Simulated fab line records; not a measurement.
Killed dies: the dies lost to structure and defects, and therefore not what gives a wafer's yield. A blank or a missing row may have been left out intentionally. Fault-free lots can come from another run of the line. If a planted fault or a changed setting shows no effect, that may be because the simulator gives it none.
fab line records	flow sky130
record lots=6	wafers=16	last-day=49
route steps=708 shown POLY_CUT@314 SD_P@320 RES_XHIGH@332 SD_N@342 METAL2@488 PAD_OPEN@708
lots untouched by any fault: they come from a run of this same line in which no faults occurred
start-h: hours from the record's opening day to when the first of the lot's shown wafers began	wait-h: hours since the lot's step before	" identical to the entry in the row above	L1.1+2: a row that stands for several wafers	- no value, or no start was given	* or withheld: withheld	< > ~ a bound
route shown NAME@n: NAME is a module with steps in the file, n the number in the route of the first one	usual: the fault-free wafers' mean and standard deviation	same: alike in all rows	chamber/n: place in a boat	sites: per-site readings	_std_site: the standard deviation of these	_edge_site: outer sites' mean less inner sites'	radius-mm: how far each site lies from the wafer's centre	mask NAME#n: copy n	behind: the most recent tool/chamber to have shaped the wafer	hold: what put the lot on hold/how long, in hours/how the hold closed	device: the n, p or np transistor that did not switch	end of line: tests of these same wafers at the route's end	for a step that has no rows: nothing shown but its recipe	killed: dies lost to structure and defects at the first sort, not the wafer's yield	map: per-die view of a wafer (x killed, . not killed, _ where there is no die)
set.NAME: setting as actually run; set.NAME@STEP: the setting as run at that earlier step	model.NAME: the simulator's own value behind a step, which no gauge read
lots at selected steps of the route; one table per step, one row per wafer
services: when a tool's chamber went out of use (start-h, in hours from the record's first day, below 0 if earlier), for how many hours, and the reason
## steps
# step SKY_POLY_CUT_DEVELOP_07
# recipe develop-time-s=60	resist=KrF-thick	dev-temp-c=21
# step SKY_POLY_CUT_CD_MEAS_08
# recipe target-cd-nm=270
# usual cd-nm=269.8/1.4
lot.wafer	tool	chamber	start-h	wait-h	cd-nm
L179.2	cd-sem-01	-	560.12	-	269.8
L179.4	"	-	"	"	270.1
L179.5	"	-	"	"	269.5
L181.3	cd-sem-02	-	581.29	-	270.2
L181.4	"	-	"	"	269.7
L181.6	"	-	"	"	269.3
L188.1	cd-sem-01	-	646.35	-	271.6
L188.4	"	-	"	"	272.5
L188.6	"	-	"	"	271.1
L189.4	cd-sem-02	-	653.14	-	269.6
L189.6	"	-	"	"	272.3
L192.4	cd-sem-02	-	679.06	-	267.7
L192.6	"	-	"	"	268.4
L198.1	cd-sem-01	-	728.80	-	268.8
L198.2	"	-	"	"	269.2
L198.5	"	-	"	"	270.2
# step SKY_POLY_CUT_OVL_MEAS_09
# usual POLY_CUT_OVL=-5/6.8
lot.wafer	tool	chamber	start-h	wait-h	POLY_CUT_OVL[nm]
L179.2	overlay-01	-	560.23	0.1	-5
L179.4	"	-	"	"	-10
L179.5	"	-	"	"	-9
L181.3	overlay-01	-	581.38	0.1	-4
L181.4	"	-	"	"	-4
L181.6	"	-	"	"	-4
L188.1	overlay-02	-	646.47	0.1	-3
L188.4	"	-	"	"	2
L188.6	"	-	"	"	6
L189.4	overlay-02	-	653.22	0.1	0
L189.6	"	-	"	"	-4
L192.4	overlay-01	-	679.14	0.1	-11
L192.6	"	-	"	"	-7
L198.1	overlay-02	-	728.92	0.1	-7
L198.2	"	-	"	"	-14
L198.5	"	-	"	"	-14
# step SKY_POLY_CUT_ETCH_10
# recipe chemistry=N2/H2	target=BARC	ion-energy-ev=200	source-w=500	bias-w=100	pressure-mtorr=30	n2-flow-sccm=100	h2-flow-sccm=200	stop-on=SiO2	time-s=45.9	target-depth-a=600
# usual drypump-motor-current-A=5.6/0.46	oes-product-au=0.855/0.0043	throttle-valve-pct=13.224/0.0088
# same time-s=45.9
lot.wafer	tool	chamber	start-h	wait-h	drypump-motor-current-A	oes-product-au	rf-hours-counter-h	throttle-valve-pct
L179.2	rie-diel-01	2	560.26	0.0	6.6	0.852	5	13.237
L179.4	"	3	"	"	5.6	0.853	3	13.226
L179.5	"	1	"	"	6.4	0.855	-	13.224
L181.3	rie-diel-02	1	581.41	0.0	6.0	0.853	7	13.226
L181.4	"	0	"	"	5.9	0.858	15	13.214
L181.6	"	0	"	"	5.9	0.855	-	13.233
L188.1	rie-diel-03	0	646.51	0.0	5.2	0.854	18	13.218
L188.4	"	0	"	"	5.2	0.851	-	13.244
L188.6	"	3	"	"	5.3	0.858	-	13.232
L189.4	rie-diel-01	2	653.24	0.0	6.6	0.857	6	13.214
L189.6	"	1	"	"	6.4	0.856	-	13.235
L192.4	rie-diel-03	1	679.16	0.0	5.4	0.856	3	13.226
L192.6	"	2	"	"	5.1	0.852	-	13.223
L198.1	rie-diel-02	3	728.96	0.0	5.1	0.857	20	13.215
L198.2	"	2	"	"	5.9	0.857	19	13.210
L198.5	"	2	"	"	5.9	0.849	-	13.226
# step SKY_POLY_CUT_ETCH_11
# recipe target=Si3N4	chemistry=CF4/CH2F2/Ar	stop-on=poly-Si	source-w=600	bias-w=150	pressure-mtorr=40	cf4-flow-sccm=40	ch2f2-flow-sccm=20	Ar_flow_sccm=150	time-s=42.5	target-depth-a=600
# usual drypump-motor-current-A=5.6/0.46	oes-product-au=0.828/0.0062	throttle-valve-pct=14.995/0.0084
# same time-s=42.5
lot.wafer	tool	chamber	start-h	wait-h	drypump-motor-current-A	oes-product-au	rf-hours-counter-h	throttle-valve-pct
L179.2	rie-diel-01	2	560.30	0.0	6.6	0.832	5	14.982
L179.4	"	3	"	"	5.6	0.827	3	14.992
L179.5	"	1	"	"	6.3	0.831	-	15.006
L181.3	rie-diel-02	1	581.45	0.0	5.9	0.821	8	15.015
L181.4	"	0	"	"	5.9	0.818	15	14.988
L181.6	"	0	"	"	5.9	0.826	-	14.991
L188.1	rie-diel-03	0	646.55	0.0	5.2	0.825	18	14.988
L188.4	"	0	"	"	5.2	0.827	-	15.002
L188.6	"	3	"	"	5.3	0.829	-	15.005
L189.4	rie-diel-01	2	653.28	0.0	6.6	0.817	6	14.999
L189.6	"	1	"	"	6.4	0.828	-	14.993
L192.4	rie-diel-03	1	679.20	0.0	5.4	0.830	3	14.995
L192.6	"	2	"	"	5.1	0.830	-	14.990
L198.1	rie-diel-02	3	729.00	0.0	5.1	0.830	20	15.003
L198.2	"	2	"	"	5.9	0.826	19	14.988
L198.5	"	2	"	"	5.9	0.837	-	14.992
# step SKY_POLY_CUT_STRIP_12
# recipe chemistry=O2/N2	power-w=1400	pressure-mtorr=1500	platen-temp-c=withheld	o2-flow-sccm=3000	n2-flow-sccm=300	overash-fraction=0.5
# usual drypump-motor-current-A=5.47/0.12	oes-product-au=0.452/0.0041	strip-time-to-endpoint-s=5.355/0.017
lot.wafer	tool	chamber	start-h	wait-h	drypump-motor-current-A	oes-product-au	rf-hours-counter-h	strip-time-to-endpoint-s
L179.2	plasma-asher-02	0	560.34	0.0	5.45	0.453	42	5.364
L179.4	"	0	"	"	5.49	0.451	-	5.355
L179.5	"	1	"	"	5.52	0.461	-	5.363
L181.3	plasma-asher-04	1	581.52	0.1	5.37	0.453	-	5.359
L181.4	"	0	"	"	5.70	0.445	-	5.374
L181.6	"	0	"	"	5.71	0.452	-	5.371
L188.1	plasma-asher-01	1	646.59	0.0	5.21	0.449	22	5.341
L188.4	"	1	"	"	5.20	0.453	-	5.343
L188.6	"	0	"	"	5.48	0.452	-	5.393
L189.4	plasma-asher-02	0	653.35	0.1	5.48	0.452	-	5.363
L189.6	"	0	"	"	5.45	0.456	-	5.382
L192.4	plasma-asher-04	0	679.27	0.1	5.72	0.450	-	5.375
L192.6	"	1	"	"	5.42	0.446	-	5.350
L198.1	plasma-asher-02	1	729.04	0.0	5.54	0.448	59	5.343
L198.2	"	0	"	"	5.48	0.453	59	5.346
L198.5	"	0	"	"	5.49	0.438	-	5.342
# step SKY_SD_P_DEHYDRATE_00
# recipe temp-c=200	time-s=60
# step SKY_SD_P_HMDS_01
# recipe prime-time-s=60	prime-temp-c=120
# step SKY_SD_P_COAT_02
# recipe resist=NOVOLAK	spin-rpm=3000	resist-thk-nm=1140
# step SKY_SD_P_SOFTBAKE_03
# recipe temp-c=90	time-s=60	resist=NOVOLAK
# step SKY_SD_P_EXPOSE_04
# recipe mask-id=PSDM	na=0.6	source-shape=conventional	sigma-outer=0.6	polarization=unpolarized	target-cd-nm=380	dose-mj=138
# step SKY_SD_P_PEB_05
# recipe temp-c=withheld	time-s=*	resist=NOVOLAK
# step SKY_SD_P_DEVELOP_06
# recipe resist=NOVOLAK	developer=TMAH	develop-time-s=60	dev-temp-c=23
lot.wafer	tool	chamber	start-h	wait-h
L179.2+4+5	litho-track-03	0	589.42	0.1
L181.3+4+6	litho-track-04	0	610.73	0.1
L188.1+4+6	litho-track-04	0	674.23	0.1
L189.4+6	litho-track-04	0	680.96	0.1
L192.4+6	litho-track-04	0	707.01	0.1
L198.1+2+5	litho-track-03	0	756.15	0.1
# step SKY_SD_P_CD_MEAS_07
# recipe target-cd-nm=380
# usual cd-nm=380.0/2.4
lot.wafer	tool	chamber	start-h	wait-h	cd-nm
L179.2	cd-sem-01	-	589.57	0.1	382.2
L179.4	"	-	"	"	381.1
L179.5	"	-	"	"	380.9
L181.3	cd-sem-01	-	610.87	0.1	374.9
L181.4	"	-	"	"	377.1
L181.6	"	-	"	"	377.0
L188.1	cd-sem-01	-	674.38	0.1	378.8
L188.4	"	-	"	"	378.0
L188.6	"	-	"	"	380.5
L189.4	cd-sem-01	-	681.09	0.1	383.8
L189.6	"	-	"	"	372.9
L192.4	cd-sem-02	-	707.14	0.1	383.4
L192.6	"	-	"	"	373.1
L198.1	cd-sem-01	-	756.30	0.1	377.8
L198.2	"	-	"	"	380.9
L198.5	"	-	"	"	377.9
# step SKY_SD_P_OVL_MEAS_08
# usual SD_P_OVL=1.6/1.4
lot.wafer	tool	chamber	start-h	wait-h	SD_P_OVL[nm]
L179.2	overlay-02	-	589.68	0.1	1.7
L179.4	"	-	"	"	2.6
L179.5	"	-	"	"	1.3
L181.3	overlay-02	-	610.96	0.1	1.4
L181.4	"	-	"	"	0.3
L181.6	"	-	"	"	2.7
L188.1	overlay-02	-	674.50	0.1	1.1
L188.4	"	-	"	"	0.4
L188.6	"	-	"	"	-0.1
L189.4	overlay-01	-	681.17	0.1	1.0
L189.6	"	-	"	"	-1.8
L192.4	overlay-01	-	707.22	0.1	-0.4
L192.6	"	-	"	"	-0.2
L198.1	overlay-02	-	756.42	0.1	1.2
L198.2	"	-	"	"	0.0
L198.5	"	-	"	"	-0.2
# step SKY_SD_P_IMPLANT_09
# recipe species=BF2	energy-kev=20	dose-cm2=3e+15	tilt-deg=0
# step SKY_SD_P_STRIP_10
# recipe chemistry=O2/N2	power-w=1400	pressure-mtorr=1500	platen-temp-c=withheld	o2-flow-sccm=3000	n2-flow-sccm=300	overash-fraction=0.5
# usual drypump-motor-current-A=5.48/0.21	oes-product-au=0.617/0.0043	strip-time-to-endpoint-s=17.49/0.037
lot.wafer	tool	chamber	start-h	wait-h	drypump-motor-current-A	oes-product-au	rf-hours-counter-h	strip-time-to-endpoint-s
L179.2	plasma-asher-01	1	589.86	0.1	5.25	0.623	17	17.48
L179.4	"	0	"	"	5.47	0.615	-	17.51
L179.5	"	0	"	"	5.47	0.617	-	17.49
L181.3	plasma-asher-01	0	611.17	0.1	5.47	0.617	-	17.53
L181.4	"	1	"	"	5.23	0.620	-	17.51
L181.6	"	1	"	"	5.26	0.616	-	17.50
L188.1	plasma-asher-03	1	674.69	0.1	5.95	0.616	89	17.47
L188.4	"	1	"	"	5.96	0.613	-	17.48
L188.6	"	1	"	"	5.97	0.617	-	17.45
L189.4	plasma-asher-01	1	681.37	0.1	5.24	0.610	-	17.50
L189.6	"	0	"	"	5.47	0.622	-	17.53
L192.4	plasma-asher-01	1	707.42	0.1	5.25	0.611	-	17.44
L192.6	"	0	"	"	5.47	0.617	-	17.44
L198.1	plasma-asher-01	0	756.61	0.1	5.48	0.618	33	17.48
L198.2	"	1	"	"	5.26	0.609	33	17.54
L198.5	"	0	"	"	5.49	0.622	-	17.55
# step SKY_SD_P_TW_MEAS_11
# usual SD_P_TW=2813/22
lot.wafer	tool	chamber	start-h	wait-h	SD_P_TW
L179.2	film-metro-02	-	589.97	0.1	2806
L179.4	"	-	"	"	2798
L179.5	"	-	"	"	2812
L181.3	film-metro-02	-	611.26	0.1	2788
L181.4	"	-	"	"	2791
L181.6	"	-	"	"	2799
L188.1	film-metro-03	-	674.79	0.1	2828
L188.4	"	-	"	"	2797
L188.6	"	-	"	"	2819
L189.4	film-metro-01	-	681.54	0.1	2850
L189.6	"	-	"	"	2848
L192.4	film-metro-03	-	707.52	0.1	2812
L192.6	"	-	"	"	2812
L198.1	film-metro-02	-	756.71	0.1	2803
L198.2	"	-	"	"	2806
L198.5	"	-	"	"	2797
# step SKY_RES_XHIGH_DEHYDRATE_00
# recipe temp-c=200	time-s=60
# step SKY_RES_XHIGH_HMDS_01
# recipe prime-time-s=60	prime-temp-c=120
# step SKY_RES_XHIGH_COAT_02
# recipe resist=NOVOLAK	spin-rpm=3000	resist-thk-nm=1140
# step SKY_RES_XHIGH_SOFTBAKE_03
# recipe temp-c=90	time-s=60	resist=NOVOLAK
# step SKY_RES_XHIGH_EXPOSE_04
# recipe mask-id=URPM	na=0.6	source-shape=conventional	sigma-outer=0.6	polarization=unpolarized	target-cd-nm=1270	dose-mj=140
# step SKY_RES_XHIGH_PEB_05
# recipe temp-c=withheld	time-s=*	resist=NOVOLAK
# step SKY_RES_XHIGH_DEVELOP_06
# recipe resist=NOVOLAK	developer=TMAH	develop-time-s=60	dev-temp-c=23
# step SKY_RES_XHIGH_IMPLANT_07
# recipe species=BF2	energy-kev=20	dose-cm2=3.6e+14	tilt-deg=0
# step SKY_RES_XHIGH_STRIP_08
# recipe chemistry=O2/N2	power-w=1400	pressure-mtorr=1500	platen-temp-c=withheld	o2-flow-sccm=3000	n2-flow-sccm=300	overash-fraction=0.5
# step SKY_RES_XHIGH_TW_MEAS_09
# usual RES_XHIGH_TW=1628/8.7
lot.wafer	tool	chamber	start-h	wait-h	RES_XHIGH_TW
L179.2	film-metro-02	-	619.70	0.1	1623
L179.4	"	-	"	"	1624
L179.5	"	-	"	"	1613
L181.3	film-metro-02	-	641.16	0.1	1638
L181.4	"	-	"	"	1632
L181.6	"	-	"	"	1628
L188.1	film-metro-03	-	702.04	0.1	1633
L188.4	"	-	"	"	1638
L188.6	"	-	"	"	1632
L189.4	film-metro-02	-	709.48	0.1	1609
L189.6	"	-	"	"	1606
L192.4	film-metro-02	-	734.53	0.1	1613
L192.6	"	-	"	"	1624
L198.1	film-metro-02	-	782.79	0.1	1628
L198.2	"	-	"	"	1622
L198.5	"	-	"	"	1625
# step SKY_SD_N_DEHYDRATE_00
# recipe temp-c=200	time-s=60
# step SKY_SD_N_HMDS_01
# recipe prime-time-s=60	prime-temp-c=120
# step SKY_SD_N_COAT_02
# recipe resist=NOVOLAK	spin-rpm=3000	resist-thk-nm=1140
# step SKY_SD_N_SOFTBAKE_03
# recipe temp-c=90	time-s=60	resist=NOVOLAK
# step SKY_SD_N_EXPOSE_04
# recipe mask-id=NSDM	na=0.6	source-shape=conventional	sigma-outer=0.6	polarization=unpolarized	target-cd-nm=380	dose-mj=141
# step SKY_SD_N_PEB_05
# recipe temp-c=withheld	time-s=*	resist=NOVOLAK
# step SKY_SD_N_DEVELOP_06
# recipe resist=NOVOLAK	developer=TMAH	develop-time-s=60	dev-temp-c=23
# step SKY_SD_N_CD_MEAS_07
# recipe target-cd-nm=380
# usual cd-nm=380.6/2.7
lot.wafer	tool	chamber	start-h	wait-h	cd-nm
L179.2	cd-sem-01	-	648.66	0.1	382.4
L179.4	"	-	"	"	383.2
L179.5	"	-	"	"	383.8
L181.3	cd-sem-02	-	669.83	0.1	380.7
L181.4	"	-	"	"	380.6
L181.6	"	-	"	"	380.6
L188.1	cd-sem-02	-	729.10	0.1	378.0
L188.4	"	-	"	"	380.5
L188.6	"	-	"	"	379.4
L189.4	cd-sem-02	-	737.06	0.1	381.9
L189.6	"	-	"	"	380.9
L192.4	cd-sem-02	-	761.00	0.1	381.9
L192.6	"	-	"	"	383.0
L198.1	cd-sem-01	-	808.08	0.1	382.6
L198.2	"	-	"	"	382.3
L198.5	"	-	"	"	381.2
# step SKY_SD_N_OVL_MEAS_08
# usual SD_N_OVL=0.4/1.3
lot.wafer	tool	chamber	start-h	wait-h	SD_N_OVL[nm]
L179.2	overlay-02	-	648.77	0.1	2.4
L179.4	"	-	"	"	1.5
L179.5	"	-	"	"	3.4
L181.3	overlay-02	-	669.93	0.1	-0.8
L181.4	"	-	"	"	1.0
L181.6	"	-	"	"	0.2
L188.1	overlay-02	-	729.22	0.1	0.6
L188.4	"	-	"	"	0.7
L188.6	"	-	"	"	2.2
L189.4	overlay-02	-	737.14	0.1	-0.7
L189.6	"	-	"	"	-1.4
L192.4	overlay-02	-	761.08	0.1	1.0
L192.6	"	-	"	"	-0.5
L198.1	overlay-01	-	808.20	0.1	0.0
L198.2	"	-	"	"	0.7
L198.5	"	-	"	"	-0.1
# step SKY_SD_N_IMPLANT_09
# recipe species=As	energy-kev=50	dose-cm2=4e+15	tilt-deg=0
# step SKY_SD_N_IMPLANT_10
# recipe species=P	energy-kev=20	dose-cm2=1e+14	tilt-deg=0
# step SKY_SD_N_STRIP_11
# recipe chemistry=O2/N2	power-w=1400	pressure-mtorr=1500	platen-temp-c=withheld	o2-flow-sccm=3000	n2-flow-sccm=300	overash-fraction=0.5
# usual drypump-motor-current-A=5.55/0.21	oes-product-au=0.528/0.0044	strip-time-to-endpoint-s=22.55/0.038
lot.wafer	tool	chamber	start-h	wait-h	drypump-motor-current-A	oes-product-au	rf-hours-counter-h	strip-time-to-endpoint-s
L179.2	plasma-asher-01	1	649.10	0.1	5.20	0.520	22	22.55
L179.4	"	1	"	"	5.20	0.524	-	22.59
L179.5	"	0	"	"	5.49	0.526	-	22.55
L181.3	plasma-asher-04	0	670.28	0.1	5.71	0.529	-	22.46
L181.4	"	1	"	"	5.39	0.530	-	22.51
L181.6	"	1	"	"	5.36	0.534	-	22.53
L188.1	plasma-asher-04	0	729.56	0.1	5.72	0.527	101	22.53
L188.4	"	1	"	"	5.38	0.532	-	22.58
L188.6	"	0	"	"	5.72	0.525	-	22.59
L189.4	plasma-asher-01	1	737.57	0.2	5.21	0.527	-	22.50
L189.6	"	0	"	"	5.45	0.530	-	22.51
L192.4	plasma-asher-03	0	761.43	0.1	5.44	0.532	-	22.53
L192.6	"	0	"	"	5.44	0.519	-	22.56
L198.1	plasma-asher-03	1	808.54	0.1	5.96	0.536	102	22.56
L198.2	"	0	"	"	5.44	0.530	102	22.55
L198.5	"	0	"	"	5.44	0.519	-	22.53
# step SKY_SD_N_TW_MEAS_12
# usual SD_N_TW=3962/28
lot.wafer	tool	chamber	start-h	wait-h	SD_N_TW
L179.2	film-metro-01	-	649.22	0.1	3986
L179.4	"	-	"	"	3978
L179.5	"	-	"	"	3983
L181.3	film-metro-02	-	670.37	0.1	3944
L181.4	"	-	"	"	3930
L181.6	"	-	"	"	3952
L188.1	film-metro-03	-	729.66	0.1	3941
L188.4	"	-	"	"	3934
L188.6	"	-	"	"	3920
L189.4	film-metro-01	-	737.67	0.1	4001
L189.6	"	-	"	"	3983
L192.4	film-metro-02	-	761.53	0.1	3981
L192.6	"	-	"	"	4001
L198.1	film-metro-01	-	808.64	0.1	3955
L198.2	"	-	"	"	3958
L198.5	"	-	"	"	3978
# step SKY_SD_N_CLEAN_13
# recipe chemistry=SC1/SC2	mix=1:4:20	temp-c=70	time-s=150	dry=n2-spin
# step SKY_METAL2_RS_MEAS_05
# recipe thk-meas-gauge=four-point-probe	reads=TiN_of_METAL2_SPUTTER_04+Ti_of_METAL2_SPUTTER_03+AlCu_of_METAL2_SPUTTER_02+TiN_of_METAL2_SPUTTER_01+Ti_of_METAL2_SPUTTER_00
# usual METAL2_ALCU_RS=0.1270/0.0015
lot.wafer	tool	chamber	start-h	wait-h	hold	METAL2_ALCU_RS[ohm/sq]
L179.2	film-metro-04	-	797.20	0.0	-	0.1280
L179.4	"	-	"	"	-	0.1302
L179.5	"	-	"	"	-	0.1298
L181.3	film-metro-04	-	815.19	0.1	-	0.1303
L181.4	"	-	"	"	-	0.1270
L181.6	"	-	"	"	-	0.1258
L188.1	film-metro-03	-	870.11	0.0	-	0.1266
L188.4	"	-	"	"	-	0.1261
L188.6	"	-	"	"	-	0.1249
L189.4	film-metro-03	-	878.67	0.1	await-dispo/0.2h/release	0.1266
L189.6	"	-	"	"	await-dispo/0.2h/release	0.1260
L189.4	film-metro-03	-	878.96	0.3	-	0.1266
L189.6	"	-	"	"	-	0.1262
L192.4	film-metro-04	-	901.66	0.1	await-dispo/0.2h/release	0.1266
L192.6	"	-	"	"	await-dispo/0.2h/release	0.1269
L192.4	film-metro-04	-	901.95	0.3	-	0.1271
L192.6	"	-	"	"	-	0.1271
L198.1	film-metro-04	-	944.89	0.0	-	0.1271
L198.2	"	-	"	"	-	0.1285
L198.5	"	-	"	"	-	0.1273
# step SKY_METAL2_THK_MEAS_06
# recipe thk-meas-gauge=xrf	reads=AlCu_of_METAL2_SPUTTER_02
# usual METAL2_ALCU_THK=254.2/3
lot.wafer	tool	chamber	start-h	wait-h	hold	METAL2_ALCU_THK[nm]
L179.2	film-metro-04	-	797.31	0.1	-	253.2
L179.4	"	-	"	"	-	248.3
L179.5	"	-	"	"	-	249.5
L181.3	film-metro-04	-	815.29	0.1	-	247.0
L181.4	"	-	"	"	-	253.8
L181.6	"	-	"	"	-	256.2
L188.1	film-metro-03	-	870.23	0.1	-	256.1
L188.4	"	-	"	"	-	254.0
L188.6	"	-	"	"	-	258.8
L189.4	film-metro-03	-	881.51	2.5	await-dispo/2.5h/release	255.2
L189.6	"	-	"	"	await-dispo/2.5h/release	256.3
L192.4	film-metro-04	-	903.00	1.0	await-dispo/1.0h/release	253.3
L192.6	"	-	"	"	await-dispo/1.0h/release	254.1
L198.1	film-metro-04	-	945.01	0.1	-	253.4
L198.2	"	-	"	"	-	250.0
L198.5	"	-	"	"	-	254.3
# step SKY_PAD_OPEN_PROBE_99
# usual killed_at_M0_to_M3=44/6.9	killed_at_M4_up=3.2/1.8	killed-at-contacts=23/5.2	killed-at-front-end=15/4.5	killed-at-other=0.3/0.56	killed-dies=85/8.8	killed-open=47/6.7	killed-short=39/6.4
# same gross-dies=492	killed-at-back-side=0
lot.wafer	tool	chamber	start-h	wait-h	killed_at_M0_to_M3	killed_at_M4_up	killed-at-contacts	killed-at-front-end	killed-at-other	killed-dies	killed-open	killed-short
L179.2	prober-01	-	1079.16	0.1	38	3	19	16	0	76	48	28
L179.4	prober-01	-	1079.26	0.2	35	2	25	17	0	79	42	37
L179.5	prober-01	-	1079.31	0.2	30	0	19	14	0	63	35	28
L181.3	prober-01	-	1090.98	0.2	42	4	26	9	0	81	44	37
L181.4	prober-01	-	1091.03	0.2	32	2	32	8	1	75	45	30
L181.6	prober-01	-	1091.13	0.2	40	6	28	8	0	82	46	36
L188.1	prober-02	-	1133.75	0.1	43	1	11	21	0	76	46	30
L188.4	prober-02	-	1133.90	0.2	52	1	27	18	0	98	59	39
L188.6	prober-02	-	1134.00	0.2	49	0	30	14	0	93	53	40
L189.4	prober-01	-	1140.68	0.2	48	2	25	8	0	83	30	53
L189.6	prober-01	-	1140.78	0.2	37	1	19	18	0	75	33	42
L192.4	prober-02	-	1157.19	0.2	45	3	23	14	0	85	47	38
L192.6	prober-02	-	1157.29	0.2	42	5	23	25	0	95	46	49
L198.1	prober-01	-	1185.83	0.1	28	1	23	32	0	84	47	37
L198.2	prober-01	-	1185.88	0.1	37	3	19	20	0	79	43	36
L198.5	prober-01	-	1186.03	0.2	32	5	26	15	0	78	37	41
# killed by level:class
L179.2 VIA1:geometric-particle:open=11 CONTACT:geometric-particle:open=8 LI_CONTACT:geometric-particle:open=7 VIA3:geometric-particle:open=6 POLY_GATE:geometric-particle:open=5 VIA2:geometric-particle:open=5 METAL1:geometric-particle:short=4 LI_CONTACT:geometric-particle:short=3
L179.4 CONTACT:geometric-particle:open=8 VIA3:geometric-particle:open=7 VIA2:geometric-particle:open=6 FIELD_ISO:geometric-particle:short=5 CONTACT:geometric-particle:short=5 VIA1:geometric-particle:short=5 LI_CONTACT:geometric-particle:open=5 VIA1:geometric-particle:open=5
L179.5 VIA1:geometric-particle:open=9 LI_CONTACT:geometric-particle:open=5 CONTACT:geometric-particle:short=5 FIELD_ISO:geometric-particle:open=4 CONTACT:geometric-particle:open=4 VIA2:geometric-particle:open=4 VIA3:geometric-particle:open=4 METAL2:geometric-particle:short=3
L181.3 LI_CONTACT:geometric-particle:open=9 CONTACT:geometric-particle:open=9 VIA1:geometric-particle:short=9 VIA3:geometric-particle:open=8 VIA2:geometric-particle:open=5 CONTACT:geometric-particle:short=5 METAL1:geometric-particle:short=5 VIA1:geometric-particle:open=5
L181.4 CONTACT:geometric-particle:open=11 LI_CONTACT:geometric-particle:open=9 VIA1:geometric-particle:open=7 VIA3:geometric-particle:open=6 LI_CONTACT:geometric-particle:short=4 CONTACT:geometric-particle:short=4 VIA3:geometric-particle:short=4 FIELD_ISO:geometric-particle:open=3
L181.6 VIA1:geometric-particle:open=11 LI_CONTACT:geometric-particle:open=9 VIA3:geometric-particle:open=8 CONTACT:geometric-particle:open=7 METAL2:geometric-particle:short=5 LOCAL_INTERCONNECT:geometric-particle:short=5 VIA1:geometric-particle:short=5 CONTACT:geometric-particle:short=4
L188.1 FIELD_ISO:geometric-particle:open=8 VIA1:geometric-particle:open=8 VIA3:geometric-particle:open=8 FIELD_ISO:geometric-particle:short=7 CONTACT:geometric-particle:open=6 VIA1:geometric-particle:short=6 METAL3:geometric-particle:short=5 VIA2:geometric-particle:open=5
L188.4 CONTACT:geometric-particle:open=16 VIA1:geometric-particle:open=12 VIA3:geometric-particle:open=11 POLY_GATE:geometric-particle:open=8 VIA1:geometric-particle:short=6 VIA3:geometric-particle:short=6 VIA2:geometric-particle:short=5 FIELD_ISO:geometric-particle:short=4
L188.6 VIA1:geometric-particle:open=17 CONTACT:geometric-particle:open=14 LI_CONTACT:geometric-particle:open=5 LOCAL_INTERCONNECT:geometric-particle:short=5 VIA1:geometric-particle:short=5 METAL1:geometric-particle:short=5 VIA3:geometric-particle:open=5 POLY_GATE:geometric-particle:short=4
L189.4 VIA1:geometric-particle:open=10 CONTACT:geometric-particle:open=9 VIA1:geometric-particle:short=8 METAL2:geometric-particle:short=7 LOCAL_INTERCONNECT:geometric-particle:short=6 VIA3:geometric-particle:short=6 METAL1:geometric-particle:short=5 FIELD_ISO:geometric-particle:short=4
L189.6 METAL2:geometric-particle:short=7 POLY_GATE:geometric-particle:short=6 VIA1:geometric-particle:open=6 CONTACT:geometric-particle:open=5 VIA3:geometric-particle:open=4 POLY_GATE:geometric-particle:open=4 LOCAL_INTERCONNECT:geometric-particle:short=4 VIA1:geometric-particle:short=4
L192.4 LI_CONTACT:geometric-particle:open=10 METAL1:geometric-particle:short=9 VIA1:geometric-particle:open=9 VIA2:geometric-particle:open=8 CONTACT:geometric-particle:open=7 VIA3:geometric-particle:open=6 FIELD_ISO:geometric-particle:short=5 CONTACT:geometric-particle:short=4
L192.6 POLY_GATE:geometric-particle:short=9 LI_CONTACT:geometric-particle:open=9 VIA3:geometric-particle:open=8 CONTACT:geometric-particle:open=6 METAL1:geometric-particle:short=6 METAL4:geometric-particle:short=5 VIA1:geometric-particle:open=5 VIA1:geometric-particle:short=5
L198.1 FIELD_ISO:geometric-particle:open=9 FIELD_ISO:geometric-particle:short=7 POLY_GATE:geometric-particle:open=7 LI_CONTACT:geometric-particle:open=7 CONTACT:geometric-particle:open=6 METAL1:geometric-particle:short=5 VIA1:geometric-particle:open=5 POLY_GATE:geometric-particle:short=4
L198.2 CONTACT:geometric-particle:open=9 VIA2:geometric-particle:open=9 POLY_GATE:geometric-particle:open=8 VIA1:geometric-particle:open=6 POLY_GATE:geometric-particle:short=5 VIA3:geometric-particle:open=4 CONTACT:geometric-particle:short=4 METAL1:geometric-particle:short=4
L198.5 CONTACT:geometric-particle:open=9 FIELD_ISO:geometric-particle:short=8 LI_CONTACT:geometric-particle:open=8 VIA1:geometric-particle:open=8 METAL2:geometric-particle:short=5 VIA3:geometric-particle:short=4 VIA2:geometric-particle:short=4 FIELD_ISO:geometric-particle:open=3
## services
tool	chamber	start-h	hours	kind
plasma-asher-02	-	580.76	0.4	repair
rie-diel-03	3	597.84	7.2	repair
rie-diel-01	3	599.54	1.9	repair
rie-diel-02	1	613.84	1.4	repair
rie-diel-02	-	620.62	0.6	repair
rie-diel-03	1	636.96	4.5	repair
plasma-asher-01	-	640.96	1.7	repair
plasma-asher-01	-	664.20	0.3	repair
rie-diel-02	-	674.55	2.8	pm
plasma-asher-01	-	676.96	2.5	repair
rie-diel-01	2	695.48	3.9	repair
rie-diel-03	-	703.14	2.8	pm
rie-diel-03	-	713.08	2.2	repair
rie-diel-03	-	716.20	1.1	repair
rie-diel-01	-	718.52	15.6	pm
plasma-asher-04	-	733.75	9.0	pm
rie-diel-01	-	739.92	0.7	repair
rie-diel-01	3	744.99	7.1	repair
rie-diel-01	2	747.37	3.7	repair
rie-diel-01	1	748.04	7.8	repair
plasma-asher-04	-	755.20	0.5	repair
rie-diel-02	-	774.47	4.3	pm
rie-diel-02	-	780.49	1.0	repair
rie-diel-01	2	796.24	8.3	repair
## key
first-sign step=SKY_SD_P_CD_MEAS_07	reading=cd-nm	direction=down	sigmas=2.8	usual=380.0	struck=373.0
effect none on later readings
met-at SKY_SD_P_DEVELOP_06
struck-wafers L189.6,L192.6
tester-left-out L189,L192
onset-between 674.23 680.96
fault kind=process-parameter-drift	tool=litho-track-04	chamber=-	onset-h=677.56	steps=SKY_SD_P_DEVELOP_06	channel=develop-time-s	offset=*	shape=step	end-h=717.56	scope=struck-wafers-only	acts-in=*	stated=*
# tester-left-out: of these lots the tester's yield and bins aren't shown, on N5 and GAA mostly nor the transistor test; their killed dies are dies lost to structure and defects alone, not to doping, threshold or leakage, so they don't give the yield
